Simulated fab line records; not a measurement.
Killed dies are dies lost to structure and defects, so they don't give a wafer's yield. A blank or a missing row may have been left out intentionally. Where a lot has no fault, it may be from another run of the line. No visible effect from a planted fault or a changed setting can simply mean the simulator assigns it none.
One fault seen from 2 desks + flow sky130 + each desk holds nothing but its own numbers, with what lay behind them at the end

## DESK OF THE TOOL OWNER: wetBench-02
The tool's own readings at SKY_FIELD_ISO_WET_ETCH_30 (etches SiO2 in dHF, target depth 25 nm, time 50 s): means of the sampled wafers that have a number, for each lot that ran on this tool. The brackets show how far a lot's mean lies from the usual mean; more than 4 standard deviations puts the lot out of limits, marked OUT.
Columns: A = bathHeatDutyPct at SKY_FIELD_ISO_WET_ETCH_30, usual 5.8 %; B = tempC at SKY_FIELD_ISO_WET_ETCH_30, usual 24.98 C
| lot  | first seen here | A              | B                       |
|------|-----------------|----------------|-------------------------|
| L773 | day 2 16:23     | 5.7            | 24.95                   |
| L774 | day 2 18:34     | 5.8            | 25.03                   |
| L778 | day 3 15:50     | 31.2 (+36) OUT | 42.15 (+99 or more) OUT |
| L779 | day 3 21:12     | 27.9 (+31) OUT | 42.25 (+99 or more) OUT |
| L795 | day 7 11:44     | 5.3            | 25.15                   |
This desk finds L778, L779 out of limits, L778 being first, at day 3 15:50 (bathHeatDutyPct at SKY_FIELD_ISO_WET_ETCH_30). Within limits: L773, L774, L795.

## FROM THE METROLOGY DESK
Lot by lot, what the gauges showed, no matter which tool ran the lot: averages of those sampled wafers that carry a number. The brackets show how far a lot's mean lies from the usual mean; more than 4 standard deviations puts the lot out of limits, marked OUT.
Columns: A = FIELD_ISO_CVD_24_THK at SKY_FIELD_ISO_THK_MEAS_25, usual 594 nm; B = PWDE_TW at SKY_PWDE_TW_MEAS_10, usual 372.7
| lot  | first seen here | A   | B     |
|------|-----------------|-----|-------|
| L772 | day 2 08:48     | 580 | 372.0 |
| L773 | day 2 14:00     | 584 | 370.2 |
| L774 | day 2 16:11     | 595 | 371.9 |
| L775 | day 2 21:50     | 602 | 372.0 |
| L776 | day 3 05:22     | 587 | 371.5 |
| L778 | day 3 13:01     | 582 | 371.8 |
| L779 | day 3 17:56     | 589 | 374.0 |
| L785 | day 5 03:12     | 591 | 371.9 |
| L790 | day 6 07:00     | 591 | 374.2 |
| L792 | day 6 16:00     | 591 | 373.6 |
| L793 | day 6 20:02     | 604 | 373.4 |
| L794 | day 7 03:56     | 594 | 372.5 |
| L795 | day 7 06:38     | 594 | 374.4 |
Finding of this desk: none of the 13 lots has anything out of limits.

## PUT TOGETHER
On L778, L779, at day 3 15:50, an alarm was possible from the tool owner's desk.
The metrology desk saw nothing out of limits.
The metrology desk has L778, L779 on record, within its limits.
On wetBench-02, each named lot ran SKY_FIELD_ISO_WET_ETCH_30.

## WHAT THE SIMULATOR PUT IN
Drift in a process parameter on wetBench-02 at SKY_FIELD_ISO_WET_ETCH_30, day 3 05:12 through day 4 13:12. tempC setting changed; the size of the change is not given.
Lots struck among those shown: L778, L779.
How many hours passed from the start of the fault until each desk's first out-of-limits reading: the tool owner's desk, 11.
